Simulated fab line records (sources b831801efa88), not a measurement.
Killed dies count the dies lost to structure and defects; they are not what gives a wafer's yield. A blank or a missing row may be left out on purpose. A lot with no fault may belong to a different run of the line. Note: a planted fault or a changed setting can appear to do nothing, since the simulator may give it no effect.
fab line records | flow gf180mcu
record: lots: 14 wafers: 42 last_day: 34
route steps=602 shown STI@10 CONTACT@304 V2@403 V3@433
lots that met no fault: from a run of the same line without faults
start_h: hours from the record's first day to the start of the lot's first wafer shown | wait_h: how many hours have passed since the lot's step before this one | " repeats the value in the row above | L1.1+2: a row that stands for several wafers | - no value, or no start was given | * or withheld: withheld | < > ~ a bound
route shown NAME@n: NAME is a module with steps in the file, n the number in the route of the first one | usual: average and standard deviation across the fault-free wafers | same: alike in all rows | chamber/n: place in a boat | sites: per-site readings | _std_site: how widely they spread, as a standard deviation | _edge_site: outer sites' mean less inner sites' | radius_mm: for every site, how far away it sits from the centre of the wafer | mask NAME#n: copy n | behind: the tool/chamber that last shaped the wafer | hold: reason for holding the lot/hours on hold/outcome of the hold | device: transistor that didn't switch, given as n, p or np | end of line: tests run on the same wafers once the route is complete | a step without rows: its recipe alone | killed: the dies lost at the first sort to structure and to defects; this is not the yield of the wafer | map: a wafer's dies, x killed, . not, _ none there
set.NAME: setting as actually run; set.NAME@STEP: the setting as run at that earlier step | model.NAME: the simulator's own value behind a step, which no gauge read
route steps across a sampled set of lots; one table per step, one row per wafer
services: from which hour (start_h, from the record's first day; less than 0 if before it) a tool's chamber was out of use, for how many hours, and why
== steps ==
step: GF_STI_EXPOSE_09
recipe: mask_id: COMP target_cd_nm: 220 na: 0.68 source_shape: conventional sigma_outer: 0.6 dose_mj: 28
usual: exposure_dose_mJ_cm2: 28.003/0.027 focus_offset_nm: 0.0/0.57
columns lot.wafer tool chamber start_h wait_h mask exposure_dose_mJ_cm2 focus_offset_nm
L224.2 krf_scanner-01 0 26.18 - COMP#0 28.027 0.1
L224.4 " 0 " " COMP#0 28.040 -0.2
L224.5 " 0 " " COMP#0 28.052 -0.9
L225.1 krf_scanner-01 0 29.66 - COMP#0 27.993 0.0
L225.4 " 0 " " COMP#0 27.979 -0.4
L225.5 " 0 " " COMP#0 27.985 0.1
L226.1 krf_scanner-02 0 35.95 - COMP#0 28.043 0.1
L226.3 " 0 " " COMP#0 27.983 0.2
L226.4 " 0 " " COMP#0 28.013 -0.6
L227.3 krf_scanner-01 0 40.53 - COMP#0 27.994 0.1
L227.4 " 0 " " COMP#0 28.043 0.1
L227.5 " 0 " " COMP#0 27.962 0.3
L230.1 krf_scanner-02 0 56.08 - COMP#0 27.976 -1.5
L230.5 " 0 " " COMP#0 27.996 -0.2
L230.6 " 0 " " COMP#0 28.003 -0.1
L231.1 krf_scanner-01 0 60.73 - COMP#0 28.009 -0.3
L231.2 " 0 " " COMP#0 28.055 -0.9
L231.3 " 0 " " COMP#0 28.026 -0.2
L232.1 krf_scanner-01 0 65.76 - COMP#0 27.985 -0.7
L232.4 " 0 " " COMP#0 27.983 -0.5
L232.5 " 0 " " COMP#0 27.995 -0.3
L233.2 krf_scanner-01 - 71.77 - COMP#0 - -
L233.4 " - " " COMP#0 - -
L233.5 " - " " COMP#0 - -
L234.1 krf_scanner-02 - 75.08 - COMP#0 - -
L234.2 " - " " COMP#0 - -
L234.3 " - " " COMP#0 - -
L238.1 krf_scanner-02 0 95.74 - COMP#0 28.000 0.7
L238.2 " 0 " " COMP#0 27.981 -0.7
L238.4 " 0 " " COMP#0 28.024 0.3
L243.1 krf_scanner-01 0 121.10 - COMP#0 28.012 0.5
L243.3 " 0 " " COMP#0 27.990 0.5
L243.5 " 0 " " COMP#0 28.033 0.3
L244.1 krf_scanner-02 0 126.58 - COMP#0 27.995 0.9
L244.2 " 0 " " COMP#0 28.023 0.6
L244.3 " 0 " " COMP#0 27.998 0.4
L245.2 krf_scanner-01 0 131.30 - COMP#0 27.985 0.3
L245.3 " 0 " " COMP#0 27.957 0.8
L245.6 " 0 " " COMP#0 27.942 0.4
L246.3 krf_scanner-02 0 136.42 - COMP#0 28.056 -0.2
L246.4 " 0 " " COMP#0 28.039 -0.7
L246.5 " 0 " " COMP#0 27.980 -0.4
step: GF_CONTACT_ETCH_17
recipe: chemistry: C4F8/O2/Ar mask_material: KrF target: SiO2 stop_on: CoSi2 source_w: 1500 bias_w: 1200 pressure_mtorr: 40 c4f8_flow_sccm: withheld O2_flow_sccm: 6 Ar_flow_sccm: 300 time_s: withheld target_depth_a: 8600
usual: oes_product_au: 0.814/0.0049
columns lot.wafer tool chamber start_h wait_h oes_product_au
L224.2 rie_diel-03 0 - - 0.820
L224.4 " 3 " " 0.823
L224.5 " 3 " " 0.809
L225.1 rie_diel-03 0 - - 0.810
L225.4 " 3 " " 0.812
L225.5 " 2 " " 0.815
L226.1 rie_diel-01 2 - - 0.816
L226.3 " 1 " " 0.812
L226.4 " 3 " " 0.811
L227.3 rie_diel-04 3 - - 0.809
L227.4 " 2 " " 0.806
L227.5 " 2 " " 0.818
L230.1 rie_diel-03 1 - - 0.809
L230.5 " 1 " " 0.820
L230.6 " 2 " " 0.817
L231.1 rie_diel-01 0 - - 0.819
L231.2 " 3 " " 0.824
L231.3 " 2 " " 0.819
L232.1 rie_diel-04 2 - - 0.814
L232.4 " 1 " " 0.810
L232.5 " 1 " " 0.818
L238.1 rie_diel-01 2 - - 0.807
L238.2 " 1 " " 0.813
L238.4 " 0 " " 0.814
L243.1 rie_diel-04 1 - - 0.817
L243.3 " 0 " " 0.815
L243.5 " 2 " " 0.815
L244.1 rie_diel-04 3 - - 0.812
L244.2 " 1 " " 0.815
L244.3 " 2 " " 0.809
L245.2 rie_diel-03 3 - - 0.809
L245.3 " 1 " " 0.812
L245.6 " 0 " " 0.817
L246.3 rie_diel-03 0 - - 0.817
L246.4 " 1 " " 0.808
L246.5 " 1 " " 0.821
step: GF_V2_SPUTTER_21
recipe: material: Ti target_thk_nm: 15 chamber_pressure_pa: 5 power_w: 2500 substrate_temp_c: 200 time_s: 80.02
usual: throttle_valve_pct: 30.2/1.1
columns lot.wafer tool chamber start_h wait_h throttle_valve_pct
L224.2 pvd_sputter-03 - 474.82 0.0 29.9
L224.4 " - " " 30.0
L224.5 " - " " 29.9
L225.1 pvd_sputter-01 - 482.63 0.0 31.4
L225.4 " - " " 30.7
L225.5 " - " " 29.1
L226.1 pvd_sputter-01 - 492.44 0.0 30.8
L226.3 " - " " 31.5
L226.4 " - " " 28.9
L227.3 pvd_sputter-04 - 504.20 0.0 28.6
L227.4 " - " " 32.1
L227.5 " - " " 32.2
L230.1 pvd_sputter-03 - 530.59 0.0 30.2
L230.5 " - " " 30.5
L230.6 " - " " 29.8
L231.1 pvd_sputter-04 - 538.48 0.0 28.5
L231.2 " - " " 30.6
L231.3 " - " " 28.5
L232.1 pvd_sputter-03 - 543.07 0.0 30.7
L232.4 " - " " 29.8
L232.5 " - " " 30.2
L238.1 pvd_sputter-01 - 590.44 0.0 31.5
L238.2 " - " " 30.8
L238.4 " - " " 30.9
L243.1 pvd_sputter-01 - 628.95 0.0 31.4
L243.3 " - " " 28.9
L243.5 " - " " 30.8
L244.1 pvd_sputter-04 - 636.61 0.0 30.5
L244.2 " - " " 28.6
L244.3 " - " " 32.0
L245.2 pvd_sputter-03 - 645.16 0.0 30.0
L245.3 " - " " 30.7
L245.6 " - " " 30.3
L246.3 pvd_sputter-03 - 647.17 0.0 29.9
L246.4 " - " " 29.5
L246.5 " - " " 30.2
step: GF_V3_CMP_04
recipe: material: SiO2 down_force_psi: 4 platen_rpm: 60 pad_velocity_m_s: 0.94248
usual: motor_current_A: 12.5/0.93 time_to_endpoint_s: 78/7
columns lot.wafer tool chamber start_h wait_h motor_current_A time_to_endpoint_s
L224.4 cmp-02 3 500.59 0.1 13.4 80
L224.2 " 1 " " 12.3 82
L224.5 " 2 " " 12.7 78
L225.1 cmp-02 2 507.82 0.1 12.3 82
L225.4 " 0 " " 12.9 86
L225.5 " 1 " " 11.8 96
L226.4 cmp-02 0 517.74 0.0 12.5 69
L226.1 " 1 " " 11.0 73
L226.3 " 3 " " 12.6 70
L227.3 cmp-01 3 528.80 0.1 14.4 66
L227.4 " 0 " " 10.9 77
L227.5 " 3 " " 14.9 71
L230.1 cmp-02 3 555.61 0.1 13.1 77
L230.5 " 3 " " 13.0 84
L230.6 " 0 " " 12.8 84
L231.2 cmp-01 2 563.30 0.0 13.0 74
L231.3 " 3 " " 15.5 75
L231.1 " 1 " " 13.1 77
L232.1 cmp-01 0 567.89 0.1 10.3 74
L232.4 " 2 " " 12.7 72
L232.5 " 0 " " 10.4 75
L238.4 cmp-02 1 613.63 0.0 11.8 90
L238.1 " 2 " " 12.4 78
L238.2 " 3 " " 12.4 68
L243.1 cmp-02 2 651.83 0.2 12.5 78
L243.3 " 3 " " 13.1 75
L243.5 " 2 " " 12.5 79
L244.2 cmp-01 3 658.03 0.1 14.4 65
L244.3 " 0 " " 10.8 79
L244.1 " 1 " " 12.6 69
L245.2 cmp-01 2 666.03 0.1 12.0 69
L245.3 " 0 " " 11.1 70
L245.6 " 1 " " 12.7 76
L246.3 cmp-01 0 668.53 0.1 10.7 72
L246.4 " 1 " " 13.1 74
L246.5 " 3 " " 14.6 75
== services ==
columns tool chamber start_h hours kind
krf_scanner-01 - 7.79 0.3 repair
cmp-01 - 13.95 0.8 repair
krf_scanner-01 - 35.31 1.3 pm
krf_scanner-01 - 152.54 0.8 pm
krf_scanner-01 - 165.58 0.8 repair
krf_scanner-01 - 170.54 1.0 pm
krf_scanner-01 - 194.64 4.0 pm
krf_scanner-01 - 211.21 1.3 pm
krf_scanner-01 - 321.45 0.8 pm
krf_scanner-01 - 332.36 0.8 pm
krf_scanner-01 - 341.71 1.0 pm
krf_scanner-01 - 372.79 4.4 pm
krf_scanner-01 - 387.70 1.3 pm
krf_scanner-01 - 409.88 3.6 pm
krf_scanner-01 - 490.14 0.8 pm
krf_scanner-01 - 500.28 0.9 repair
krf_scanner-01 - 506.81 0.3 repair
krf_scanner-01 - 508.54 1.0 pm
krf_scanner-01 - 561.62 0.9 repair
krf_scanner-01 - 563.01 1.3 pm
krf_scanner-01 - 584.48 1.6 repair
krf_scanner-01 - 594.14 5.3 repair
krf_scanner-01 - 658.94 0.8 pm
krf_scanner-01 - 663.33 0.3 repair
== key ==
first_sign: step: GF_STI_EXPOSE_09 reading: tool_record direction: missing
effect none on later readings
met_at GF_STI_EXPOSE_09
struck_lots L233,L234
later_rows_left_out L233.2,L233.4,L233.5,L234.1,L234.2,L234.3
sort_left_out L233.2,L233.4,L233.5,L234.1,L234.2,L234.3
tester_left_out L233,L234
not_acting_at GF_CONTACT_ETCH_17,GF_V2_SPUTTER_21,GF_V3_CMP_04
onset_between 65.76 71.77
fault: kind: skipped_step_whole tool: krf_scanner-01,krf_scanner-02 chamber: - onset_h: 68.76 steps: GF_STI_EXPOSE_09 scope: struck_lots_only
tester_left_out: of these lots the tester's yield and bins aren't shown, on N5 and GAA mostly nor the transistor test; their killed dies are dies lost to structure and defects alone, not to doping, threshold or leakage, so they don't give the yield
sort_left_out: the simulated sort isn't trusted on such a fault, so these wafers' sort isn't shown, and their yield isn't known
later_rows_left_out: the simulator's readings of these wafers behind a module that went badly wrong aren't trusted and aren't shown, but for the sort
